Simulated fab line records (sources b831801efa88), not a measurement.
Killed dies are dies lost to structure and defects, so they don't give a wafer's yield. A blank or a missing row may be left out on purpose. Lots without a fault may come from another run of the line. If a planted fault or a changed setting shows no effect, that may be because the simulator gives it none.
fab line records	flow gf180mcu
record lots=24	wafers=72	last_day=34
route steps=602 shown POLY_GATE@171 HV_LDD@222 CONTACT@305 V1@358 V2@385 V3@455
lots that met no fault: taken from a fault-free run of the same line
start_h: start of the lot's first displayed wafer, in hours after the record's first day	wait_h: time in hours since the lot's previous step	" as in the row above	L1.1+2: several wafers, shown together as one row	- no value present, or no start provided	* or withheld: withheld	< > ~ a bound
route shown NAME@n: NAME is a module with steps in the file, n the number in the route of the first one	usual: mean and standard deviation over wafers with no fault	same: alike in all rows	chamber/n: place in a boat	sites: each site's reading	_std_site: the values' standard deviation	_edge_site: inner sites' mean taken away from outer sites' mean	radius_mm: for every site, how far away it sits from the centre of the wafer	mask NAME#n: copy n	behind: tool/chamber where the wafer was last shaped	hold: why the lot was held/for how many hours/how that ended	device: transistor that didn't switch, given as n, p or np	end of line: tests of these same wafers at the route's end	for a step that has no rows: nothing shown but its recipe	killed: count of dies lost to structure and defects at first sort (not the wafer's yield)	map: a wafer's dies, x killed, . not, _ none there
set.NAME: setting as actually run; set.NAME@STEP: the setting as run at that earlier step	model.NAME: the simulator's own value behind a step, which no gauge read
a sample of lots followed through the steps of the route, with each step as a table and each wafer as a row
services: a tool's chamber out of use, with start hour (start_h, from the record's first day; less than 0 if before it), hours out, and reason
## steps
# step GF_POLY_GATE_STRIP_14
# recipe chemistry=O2/N2	power_w=1400	pressure_mtorr=1500	platen_temp_c=250	o2_flow_sccm=3000	n2_flow_sccm=300	overash_fraction=0.5
# usual drypump_motor_current_A=5.6/0.61	heater_power_w=333/32	oes_product_au=0.505/0.0044
lot.wafer	tool	chamber	start_h	wait_h	drypump_motor_current_A	heater_power_w	oes_product_au	rf_hours_counter_h
L074.4	plasma_asher-03	1	192.82	0.1	6.2	354	0.502	-
L074.5	"	1	"	"	6.1	346	0.502	-
L074.6	"	0	"	"	5.1	285	0.502	-
L075.2	plasma_asher-04	1	205.46	0.0	5.4	362	0.511	57
L075.3	"	0	"	"	6.7	287	0.505	-
L075.6	"	0	"	"	6.7	287	0.503	-
L076.1	plasma_asher-01	1	209.78	0.0	5.8	338	0.504	41
L076.4	"	0	"	"	4.9	368	0.501	-
L076.5	"	0	"	"	4.9	369	0.501	-
L077.1	plasma_asher-01	1	214.01	0.0	5.8	331	0.501	41
L077.3	"	0	"	"	4.9	361	0.509	-
L077.4	"	1	"	"	5.8	333	0.503	-
L078.2	plasma_asher-01	1	220.38	0.0	5.8	334	0.508	42
L078.3	"	1	"	"	5.8	326	0.507	-
L078.5	"	1	"	"	5.8	338	0.512	-
L079.1	plasma_asher-04	1	233.28	0.1	5.4	361	0.504	60
L079.2	"	0	"	"	6.7	291	0.503	60
L079.3	"	1	"	"	5.3	362	0.504	-
L080.1	plasma_asher-01	1	237.11	0.1	5.8	339	0.507	43
L080.2	"	0	"	"	4.9	362	0.502	43
L080.3	"	1	"	"	5.8	340	0.511	-
L081.1	plasma_asher-01	1	243.26	0.0	5.8	327	0.498	44
L081.2	"	0	"	"	4.9	361	0.507	44
L081.4	"	1	"	"	5.8	334	0.504	-
L082.1	plasma_asher-04	0	250.31	0.0	6.7	293	0.505	62
L082.3	"	1	"	"	5.4	357	0.506	-
L082.6	"	0	"	"	6.7	288	0.507	-
L083.2	plasma_asher-03	0	261.08	0.0	5.1	289	0.510	63
L083.5	"	0	"	"	5.1	283	0.511	-
L083.6	"	1	"	"	6.2	349	0.509	-
L084.2	plasma_asher-03	1	268.86	0.0	6.2	353	0.511	64
L084.4	"	1	"	"	6.1	351	0.508	-
L084.6	"	0	"	"	5.2	290	0.505	-
L085.1	plasma_asher-01	1	275.11	0.0	5.8	331	0.501	47
L085.4	"	1	"	"	5.8	341	0.498	-
L085.6	"	1	"	"	5.8	336	0.515	-
L086.1	plasma_asher-03	0	279.71	0.0	5.1	284	0.505	65
L086.2	"	1	"	"	6.2	355	0.505	65
L086.3	"	1	"	"	6.2	352	0.504	-
L087.1	plasma_asher-01	1	295.96	0.0	5.8	328	0.506	49
L087.4	"	1	"	"	5.8	328	0.502	-
L087.5	"	1	"	"	5.8	334	0.507	-
L088.1	plasma_asher-03	1	303.41	0.0	6.2	357	0.498	67
L088.3	"	1	"	"	6.2	351	0.510	-
L088.4	"	0	"	"	5.2	285	0.508	-
L089.2	plasma_asher-04	1	306.86	0.0	5.4	365	0.498	68
L089.4	"	0	"	"	6.7	290	0.509	-
L089.5	"	1	"	"	5.4	368	0.502	-
L090.2	plasma_asher-03	0	314.86	0.0	5.2	284	0.508	68
L090.3	"	0	"	"	5.1	281	0.501	-
L090.4	"	1	"	"	6.2	349	0.510	-
L091.3	plasma_asher-04	1	320.65	0.1	5.4	365	0.505	-
L091.4	"	0	"	"	6.7	295	0.516	-
L091.5	"	1	"	"	5.4	362	0.504	-
L092.2	plasma_asher-03	1	334.08	0.0	6.2	346	0.508	70
L092.3	"	1	"	"	6.2	358	0.507	-
L092.4	"	0	"	"	5.1	293	0.506	-
L093.1	plasma_asher-04	0	336.91	0.0	6.7	286	0.511	71
L093.3	"	1	"	"	5.4	361	0.500	-
L093.5	"	1	"	"	5.4	359	0.506	-
L094.1	plasma_asher-01	0	347.51	0.0	4.9	363	0.506	54
L094.4	"	0	"	"	4.9	361	0.496	-
L094.5	"	1	"	"	5.8	316	0.500	-
L095.4	plasma_asher-04	1	352.09	0.0	5.4	360	0.505	-
L095.5	"	1	"	"	5.4	355	0.498	-
L095.6	"	0	"	"	6.7	288	0.503	-
L096.4	plasma_asher-01	1	353.04	0.1	5.8	337	0.501	-
L096.5	"	1	"	"	5.8	330	0.506	-
L096.6	"	0	"	"	4.9	366	0.506	-
L097.1	plasma_asher-01	0	361.73	0.0	4.9	360	0.505	56
L097.4	"	1	"	"	5.8	325	0.503	-
L097.5	"	0	"	"	4.9	361	0.507	-
# step GF_HV_LDD_CD_MEAS_46
# recipe target_cd_nm=400
# usual cd_nm=400.9/1.9
lot.wafer	tool	chamber	start_h	wait_h	cd_nm
L074.4	cd_sem-01	-	267.17	0.1	400.1
L074.5	"	-	"	"	400.7
L074.6	"	-	"	"	401.4
L075.2	cd_sem-01	-	281.37	0.1	400.8
L075.3	"	-	"	"	401.8
L075.6	"	-	"	"	399.3
L076.1	cd_sem-01	-	287.89	0.1	399.5
L076.4	"	-	"	"	400.1
L076.5	"	-	"	"	401.9
L077.1	cd_sem-01	-	292.13	0.1	405.3
L077.3	"	-	"	"	402.7
L077.4	"	-	"	"	404.0
L078.2	cd_sem-02	-	298.36	0.1	398.8
L078.3	"	-	"	"	399.6
L078.5	"	-	"	"	398.1
L079.1	cd_sem-02	-	315.09	0.1	401.6
L079.2	"	-	"	"	401.8
L079.3	"	-	"	"	402.2
L080.1	cd_sem-01	-	317.46	0.1	401.5
L080.2	"	-	"	"	397.4
L080.3	"	-	"	"	400.4
L081.1	cd_sem-02	-	325.77	0.1	400.7
L081.2	"	-	"	"	398.7
L081.4	"	-	"	"	399.8
L082.1	cd_sem-02	-	334.72	0.1	398.1
L082.3	"	-	"	"	398.8
L082.6	"	-	"	"	398.3
L083.2	cd_sem-02	-	344.41	0.1	401.9
L083.5	"	-	"	"	401.0
L083.6	"	-	"	"	401.3
L084.2	cd_sem-02	-	353.60	0.1	402.9
L084.4	"	-	"	"	402.8
L084.6	"	-	"	"	401.3
L085.1	cd_sem-02	-	363.02	0.1	396.1
L085.4	"	-	"	"	397.8
L085.6	"	-	"	"	398.5
L086.1	cd_sem-02	-	365.93	0.1	398.2
L086.2	"	-	"	"	400.8
L086.3	"	-	"	"	399.4
L087.1	cd_sem-02	-	383.20	0.1	402.8
L087.4	"	-	"	"	404.0
L087.5	"	-	"	"	399.8
L088.1	cd_sem-02	-	392.82	0.1	400.2
L088.3	"	-	"	"	400.5
L088.4	"	-	"	"	398.0
L089.2	cd_sem-01	-	397.39	0.1	400.9
L089.4	"	-	"	"	401.0
L089.5	"	-	"	"	403.0
L090.2	cd_sem-02	-	405.60	0.1	403.6
L090.3	"	-	"	"	402.8
L090.4	"	-	"	"	404.2
L091.3	cd_sem-02	-	412.92	0.1	402.8
L091.4	"	-	"	"	405.1
L091.5	"	-	"	"	402.4
L092.2	cd_sem-01	-	427.10	0.1	399.7
L092.3	"	-	"	"	399.2
L092.4	"	-	"	"	399.5
L093.1	cd_sem-01	-	431.33	0.1	400.0
L093.3	"	-	"	"	401.6
L093.5	"	-	"	"	401.0
L094.1	cd_sem-01	-	442.57	0.1	401.8
L094.4	"	-	"	"	401.5
L094.5	"	-	"	"	401.8
L095.4	cd_sem-01	-	447.68	0.1	399.4
L095.5	"	-	"	"	400.9
L095.6	"	-	"	"	399.9
L096.4	cd_sem-02	-	449.53	0.1	399.0
L096.5	"	-	"	"	398.4
L096.6	"	-	"	"	398.1
L097.1	cd_sem-02	-	458.35	0.1	402.9
L097.4	"	-	"	"	402.7
L097.5	"	-	"	"	404.7
# step GF_CONTACT_STRIP_18
# recipe chemistry=O2/N2	power_w=1400	pressure_mtorr=1500	platen_temp_c=250	o2_flow_sccm=3000	n2_flow_sccm=300	overash_fraction=0.5
# usual drypump_motor_current_A=5.6/0.51	heater_power_w=336/27	oes_product_au=0.579/0.0046
lot.wafer	tool	chamber	start_h	wait_h	drypump_motor_current_A	heater_power_w	oes_product_au	rf_hours_counter_h
L074.4	plasma_asher-02	1	356.90	-	5.9	319	0.577	-
L074.5	"	0	"	"	6.2	362	0.582	-
L074.6	"	1	"	"	5.9	320	0.581	-
L075.2	plasma_asher-01	0	371.59	-	4.9	362	0.574	57
L075.3	"	1	"	"	5.8	334	0.583	-
L075.6	"	1	"	"	5.8	329	0.574	-
L076.1	plasma_asher-03	0	379.14	-	5.1	284	0.591	75
L076.4	"	1	"	"	6.2	352	0.582	-
L076.5	"	0	"	"	5.1	283	0.576	-
L077.1	plasma_asher-01	0	384.64	-	4.9	367	0.575	58
L077.3	"	0	"	"	4.9	362	0.578	-
L077.4	"	1	"	"	5.8	328	0.574	-
L078.2	plasma_asher-03	1	389.95	-	6.1	345	0.582	77
L078.3	"	1	"	"	6.1	353	0.583	-
L078.5	"	1	"	"	6.2	350	0.577	-
L079.1	plasma_asher-01	0	410.12	-	4.9	356	0.579	61
L079.2	"	1	"	"	5.8	332	0.577	61
L079.3	"	0	"	"	4.9	360	0.583	-
L080.1	plasma_asher-01	0	412.02	-	4.8	369	0.568	61
L080.2	"	1	"	"	5.8	338	0.583	61
L080.3	"	0	"	"	4.9	367	0.589	-
L081.1	plasma_asher-03	0	420.64	-	5.2	285	0.583	80
L081.2	"	1	"	"	6.2	358	0.579	80
L081.4	"	0	"	"	5.1	284	0.584	-
L082.1	plasma_asher-02	0	431.92	-	6.2	348	0.576	33
L082.3	"	0	"	"	6.2	352	0.572	-
L082.6	"	0	"	"	6.2	358	0.580	-
L083.2	plasma_asher-03	0	442.27	-	5.1	290	0.576	83
L083.5	"	1	"	"	6.2	362	0.577	-
L083.6	"	0	"	"	5.1	286	0.584	-
L084.2	plasma_asher-03	0	453.55	-	5.1	281	0.572	84
L084.4	"	0	"	"	5.1	281	0.576	-
L084.6	"	1	"	"	6.2	351	0.582	-
L085.1	plasma_asher-01	1	462.60	-	5.8	328	0.580	66
L085.4	"	0	"	"	4.9	369	0.571	-
L085.6	"	0	"	"	4.9	361	0.576	-
L086.1	plasma_asher-02	0	467.20	-	6.2	350	0.578	37
L086.2	"	1	"	"	5.9	331	0.587	37
L086.3	"	1	"	"	5.9	321	0.579	-
L087.1	plasma_asher-02	1	484.22	-	5.9	319	0.584	38
L087.4	"	0	"	"	6.2	354	0.577	-
L087.5	"	1	"	"	5.9	323	0.585	-
L088.1	plasma_asher-02	0	494.24	-	6.2	352	0.585	40
L088.3	"	1	"	"	5.9	316	0.581	-
L088.4	"	0	"	"	6.2	355	0.581	-
L089.2	plasma_asher-03	0	499.19	-	5.1	288	0.579	90
L089.4	"	1	"	"	6.2	347	0.576	-
L089.5	"	0	"	"	5.2	283	0.579	-
L090.2	plasma_asher-01	0	507.62	-	4.9	365	0.575	69
L090.3	"	0	"	"	4.9	365	0.581	-
L090.4	"	1	"	"	5.8	328	0.575	-
L091.3	plasma_asher-01	1	515.68	-	5.8	334	0.580	-
L091.4	"	0	"	"	4.9	370	0.574	-
L091.5	"	1	"	"	5.8	335	0.571	-
L092.2	plasma_asher-03	0	528.60	-	5.2	282	0.583	93
L092.3	"	1	"	"	6.2	348	0.583	-
L092.4	"	0	"	"	5.2	289	0.567	-
L093.1	plasma_asher-01	1	532.47	-	5.8	337	0.574	72
L093.3	"	0	"	"	4.9	360	0.582	-
L093.5	"	0	"	"	4.9	368	0.575	-
L094.1	plasma_asher-03	0	542.97	-	5.1	295	0.576	94
L094.4	"	1	"	"	6.1	338	0.578	-
L094.5	"	0	"	"	5.1	279	0.580	-
L095.4	plasma_asher-01	1	547.90	-	5.8	344	0.578	-
L095.5	"	1	"	"	5.8	334	0.582	-
L095.6	"	0	"	"	4.9	369	0.582	-
L096.4	plasma_asher-01	1	548.92	-	5.8	329	0.576	-
L096.5	"	1	"	"	5.8	329	0.576	-
L096.6	"	0	"	"	4.8	358	0.580	-
L097.1	plasma_asher-01	1	557.94	-	5.8	326	0.571	75
L097.4	"	0	"	"	4.9	367	0.578	-
L097.5	"	0	"	"	4.9	354	0.579	-
# step GF_V1_CVD_23
# recipe material=W	target_thk_nm=350	time_s=105.05	temp_c=400	pressure_torr=40
# usual heater_power_w=854/87	susceptor_temp_C=399.97/0.24
lot.wafer	tool	chamber	start_h	wait_h	heater_power_w	susceptor_temp_C
L074.4	cvd_w-02	0	405.90	0.1	934	400.04
L074.5	"	1	"	"	830	400.06
L074.6	"	0	"	"	964	400.32
L075.2	cvd_w-01	1	420.80	0.0	699	399.91
L075.3	"	1	"	"	723	399.69
L075.6	"	1	"	"	727	400.05
L076.1	cvd_w-01	0	429.67	0.0	869	399.96
L076.4	"	0	"	"	870	400.16
L076.5	"	0	"	"	867	400.33
L077.1	cvd_w-02	0	436.01	0.0	974	399.64
L077.3	"	0	"	"	923	399.79
L077.4	"	1	"	"	850	399.87
L078.2	cvd_w-02	0	440.55	0.0	962	400.19
L078.3	"	1	"	"	853	400.20
L078.5	"	0	"	"	940	400.14
L079.1	cvd_w-02	0	461.46	0.0	963	400.05
L079.2	"	1	"	"	858	399.79
L079.3	"	0	"	"	971	399.65
L080.1	cvd_w-01	0	464.15	0.0	880	399.78
L080.2	"	1	"	"	722	400.26
L080.3	"	1	"	"	709	400.23
L081.1	cvd_w-01	0	472.96	0.0	889	399.98
L081.2	"	1	"	"	701	399.77
L081.4	"	0	"	"	888	399.91
L082.1	cvd_w-01	1	484.20	0.0	732	399.95
L082.3	"	1	"	"	724	400.07
L082.6	"	1	"	"	734	400.34
L083.2	cvd_w-01	1	494.49	0.0	698	399.91
L083.5	"	0	"	"	871	400.08
L083.6	"	1	"	"	712	399.91
L084.2	cvd_w-02	1	504.20	0.0	829	399.54
L084.4	"	0	"	"	943	399.75
L084.6	"	0	"	"	948	400.02
L085.1	cvd_w-01	0	514.55	0.0	891	399.95
L085.4	"	0	"	"	867	400.08
L085.6	"	0	"	"	886	400.20
L086.1	cvd_w-02	1	518.13	0.0	846	400.06
L086.2	"	0	"	"	962	399.81
L086.3	"	0	"	"	971	399.85
L087.1	cvd_w-01	1	534.87	0.0	726	399.97
L087.4	"	0	"	"	893	399.75
L087.5	"	0	"	"	894	400.01
L088.1	cvd_w-02	0	543.95	0.0	968	400.08
L088.3	"	1	"	"	868	400.16
L088.4	"	0	"	"	956	400.00
L089.2	cvd_w-02	1	549.00	0.0	855	399.90
L089.4	"	0	"	"	972	399.84
L089.5	"	0	"	"	971	399.75
L090.2	cvd_w-01	0	555.34	0.0	884	400.03
L090.3	"	0	"	"	878	399.93
L090.4	"	1	"	"	734	399.89
L091.3	cvd_w-02	1	564.20	0.1	865	399.83
L091.4	"	0	"	"	972	400.11
L091.5	"	1	"	"	865	399.59
L092.2	cvd_w-02	1	577.41	0.0	869	399.94
L092.3	"	0	"	"	953	399.94
L092.4	"	1	"	"	870	399.67
L093.1	cvd_w-01	1	580.76	0.0	711	399.82
L093.3	"	0	"	"	890	400.55
L093.5	"	0	"	"	887	400.41
L094.1	cvd_w-01	1	590.21	0.0	715	399.87
L094.4	"	1	"	"	730	399.72
L094.5	"	0	"	"	876	399.82
L095.4	cvd_w-01	1	594.47	0.0	732	400.18
L095.5	"	0	"	"	907	399.44
L095.6	"	1	"	"	719	400.24
L096.4	cvd_w-01	1	595.83	0.0	716	399.32
L096.5	"	1	"	"	713	399.70
L096.6	"	0	"	"	891	399.89
L097.1	cvd_w-02	0	604.69	0.0	991	399.95
L097.4	"	0	"	"	955	399.51
L097.5	"	0	"	"	977	399.59
# step GF_V2_THK_MEAS_03
# recipe reads=SiO2_of_V2_CVD_02
# usual V2_CVD_02_THK=850/13
lot.wafer	tool	chamber	start_h	wait_h	V2_CVD_02_THK[nm]
L074.4	film_metro-04	-	432.02	0.0	866
L074.5	"	-	"	"	874
L074.6	"	-	"	"	866
L075.2	film_metro-03	-	446.99	0.0	855
L075.3	"	-	"	"	833
L075.6	"	-	"	"	856
L076.1	film_metro-04	-	455.23	0.0	831
L076.4	"	-	"	"	849
L076.5	"	-	"	"	862
L077.1	film_metro-04	-	461.83	0.1	846
L077.3	"	-	"	"	862
L077.4	"	-	"	"	846
L078.2	film_metro-02	-	466.69	0.1	831
L078.3	"	-	"	"	850
L078.5	"	-	"	"	839
L079.1	film_metro-04	-	487.59	0.1	829
L079.2	"	-	"	"	847
L079.3	"	-	"	"	848
L080.1	film_metro-02	-	489.79	0.0	857
L080.2	"	-	"	"	842
L080.3	"	-	"	"	842
L081.1	film_metro-03	-	498.74	0.0	822
L081.2	"	-	"	"	847
L081.4	"	-	"	"	844
L082.1	film_metro-03	-	509.44	0.0	865
L082.3	"	-	"	"	855
L082.6	"	-	"	"	868
L083.2	film_metro-03	-	519.69	0.0	838
L083.5	"	-	"	"	865
L083.6	"	-	"	"	850
L084.2	film_metro-03	-	529.07	0.0	849
L084.4	"	-	"	"	856
L084.6	"	-	"	"	866
L085.1	film_metro-03	-	539.24	0.0	849
L085.4	"	-	"	"	864
L085.6	"	-	"	"	858
L086.1	film_metro-04	-	542.70	0.0	852
L086.2	"	-	"	"	834
L086.3	"	-	"	"	843
L087.1	film_metro-04	-	559.80	0.0	848
L087.4	"	-	"	"	848
L087.5	"	-	"	"	841
L088.1	film_metro-02	-	567.50	0.0	843
L088.3	"	-	"	"	854
L088.4	"	-	"	"	847
L089.2	film_metro-03	-	572.84	0.0	861
L089.4	"	-	"	"	871
L089.5	"	-	"	"	872
L090.2	film_metro-04	-	579.04	0.0	824
L090.3	"	-	"	"	834
L090.4	"	-	"	"	841
L091.3	film_metro-03	-	587.67	0.1	840
L091.4	"	-	"	"	861
L091.5	"	-	"	"	851
L092.2	film_metro-02	-	599.94	0.0	837
L092.3	"	-	"	"	834
L092.4	"	-	"	"	842
L093.1	film_metro-03	-	603.65	0.0	828
L093.3	"	-	"	"	824
L093.5	"	-	"	"	845
L094.1	film_metro-04	-	612.60	0.0	851
L094.4	"	-	"	"	861
L094.5	"	-	"	"	878
L095.4	film_metro-03	-	616.67	0.0	867
L095.5	"	-	"	"	856
L095.6	"	-	"	"	872
L096.4	film_metro-02	-	619.17	0.0	841
L096.5	"	-	"	"	846
L096.6	"	-	"	"	835
L097.1	film_metro-04	-	626.14	0.0	852
L097.4	"	-	"	"	862
L097.5	"	-	"	"	874
# step GF_V3_CMP_26
# recipe stop_on=SiO2	down_force_psi=3.5	platen_rpm=60	t_overpolish_s=15	target_thk_nm=0	pad_velocity_m_s=0.94248
# usual head_pressure_psi=3.500/0.0086	motor_current_A=10.9/0.92	overpolish_run_s=15.000/0.011	time_to_endpoint_s=79/4
lot.wafer	tool	chamber	start_h	wait_h	head_pressure_psi	motor_current_A	overpolish_run_s	time_to_endpoint_s
L074.4	cmp-01	3	509.20	0.3	3.495	12.6	15.008	83
L074.5	"	2	"	"	3.515	10.4	14.996	87
L074.6	"	3	"	"	3.509	12.4	15.002	82
L075.2	cmp-02	0	523.58	0.0	3.495	12.0	15.006	79
L075.3	"	1	"	"	3.495	12.2	14.973	73
L075.6	"	1	"	"	3.507	11.8	14.998	76
L076.1	cmp-01	0	530.73	0.1	3.488	11.0	15.012	79
L076.4	"	1	"	"	3.498	11.1	15.018	73
L076.5	"	0	"	"	3.492	10.7	15.006	80
L077.4	cmp-02	2	537.65	0.1	3.511	9.5	15.002	78
L077.1	"	3	"	"	3.493	9.9	15.007	71
L077.3	"	0	"	"	3.505	11.2	14.979	81
L078.3	cmp-02	1	541.88	0.0	3.507	11.7	14.997	73
L078.2	"	3	"	"	3.492	9.4	14.975	75
L078.5	"	2	"	"	3.502	9.4	14.998	79
L079.2	cmp-02	1	560.71	0.1	3.498	11.4	14.995	75
L079.3	"	2	"	"	3.486	9.7	15.011	84
L079.1	"	3	"	"	3.511	10.1	15.011	76
L080.2	cmp-02	3	563.60	0.0	3.495	9.7	14.999	75
L080.3	"	0	"	"	3.519	11.3	14.999	82
L080.1	"	1	"	"	3.518	12.0	15.000	78
L081.4	cmp-01	2	572.70	0.1	3.503	10.6	14.991	82
L081.1	"	3	"	"	3.507	12.2	15.011	80
L081.2	"	0	"	"	3.503	11.1	15.015	79
L082.1	cmp-01	3	582.92	0.3	3.503	11.7	15.014	83
L082.3	"	1	"	"	3.506	10.7	15.016	76
L082.6	"	3	"	"	3.507	11.8	15.006	82
L083.2	cmp-01	0	592.69	1.6	3.499	11.0	15.002	81
L083.5	"	3	"	"	3.497	12.7	14.999	85
L083.6	"	0	"	"	3.504	10.4	14.982	82
L084.2	cmp-01	1	599.78	0.0	3.509	11.3	15.011	78
L084.4	"	2	"	"	3.493	9.9	15.001	82
L084.6	"	2	"	"	3.497	9.8	15.003	86
L085.4	cmp-02	3	609.54	0.0	3.495	9.4	14.988	76
L085.1	"	0	"	"	3.503	10.9	14.980	83
L085.6	"	3	"	"	3.487	9.9	15.020	78
L086.1	cmp-02	3	612.48	0.1	3.498	10.0	15.001	78
L086.2	"	0	"	"	3.488	11.7	14.995	84
L086.3	"	1	"	"	3.484	12.1	14.993	73
L087.1	cmp-02	3	628.65	0.2	3.492	9.7	15.001	78
L087.4	"	2	"	"	3.513	9.6	14.993	84
L087.5	"	3	"	"	3.497	9.6	15.006	75
L088.3	cmp-02	0	635.79	0.0	3.485	11.3	15.005	78
L088.4	"	1	"	"	3.508	11.8	15.024	70
L088.1	"	2	"	"	3.500	9.3	15.005	72
L089.4	cmp-02	2	641.56	0.1	3.500	9.6	15.005	76
L089.2	"	3	"	"	3.497	9.7	14.990	72
L089.5	"	1	"	"	3.510	12.0	14.998	74
L090.2	cmp-02	0	645.22	0.0	3.512	11.7	15.008	80
L090.3	"	1	"	"	3.498	11.7	14.998	72
L090.4	"	3	"	"	3.501	10.0	15.002	71
L091.4	cmp-01	1	655.01	0.1	3.508	11.2	14.986	76
L091.3	"	2	"	"	3.504	10.2	14.993	82
L091.5	"	1	"	"	3.498	11.2	14.974	74
L092.3	cmp-01	1	664.09	0.0	3.518	11.5	14.998	79
L092.4	"	2	"	"	3.503	10.0	15.006	80
L092.2	"	3	"	"	3.497	12.2	14.992	78
L093.1	cmp-01	1	669.20	0.1	3.507	11.5	15.014	81
L093.3	"	2	"	"	3.489	9.7	14.996	83
L093.5	"	2	"	"	3.492	10.0	14.985	82
L094.4	cmp-01	2	678.40	0.0	3.501	10.2	15.003	82
L094.1	"	0	"	"	3.490	10.7	15.005	82
L094.5	"	3	"	"	3.489	12.3	14.997	79
L095.4	cmp-01	1	679.90	0.1	3.497	11.0	15.003	75
L095.5	"	0	"	"	3.505	10.8	15.007	82
L095.6	"	1	"	"	3.503	11.3	15.004	81
L096.4	cmp-01	0	682.48	0.0	3.506	10.6	15.001	83
L096.6	"	0	"	"	3.514	10.7	15.008	83
L096.5	"	1	"	"	3.494	10.8	15.023	76
L097.4	cmp-01	3	688.65	0.1	3.503	11.8	14.996	83
L097.1	"	0	"	"	3.502	10.3	15.009	87
L097.5	"	2	"	"	3.505	9.9	14.989	85
## services
tool	chamber	start_h	hours	kind
cvd_w-01	1	174.98	5.6	repair
cvd_w-01	-	186.60	0.2	repair
cmp-01	-	187.11	0.5	repair
plasma_asher-01	-	204.36	1.4	repair
cmp-01	-	210.58	5.3	pm
cmp-01	-	235.65	0.6	repair
cvd_w-01	-	242.09	4.3	pm
plasma_asher-01	-	257.84	2.9	repair
cvd_w-01	1	267.92	11.4	repair
plasma_asher-03	-	304.91	2.4	repair
cmp-01	-	307.63	0.5	repair
plasma_asher-01	-	308.38	1.3	repair
plasma_asher-01	-	317.60	1.8	repair
cvd_w-01	0	355.00	7.6	repair
cmp-01	-	355.78	0.7	repair
cvd_w-01	-	381.56	1.4	repair
cmp-01	-	401.86	7.3	pm
cmp-01	-	409.18	4.0	pm
cmp-01	-	420.62	2.1	repair
plasma_asher-01	-	447.86	2.8	pm
plasma_asher-01	-	483.98	15.6	pm
plasma_asher-03	-	508.65	1.4	repair
plasma_asher-01	-	566.69	2.2	repair
plasma_asher-03	-	652.37	0.5	repair
## key
fault none
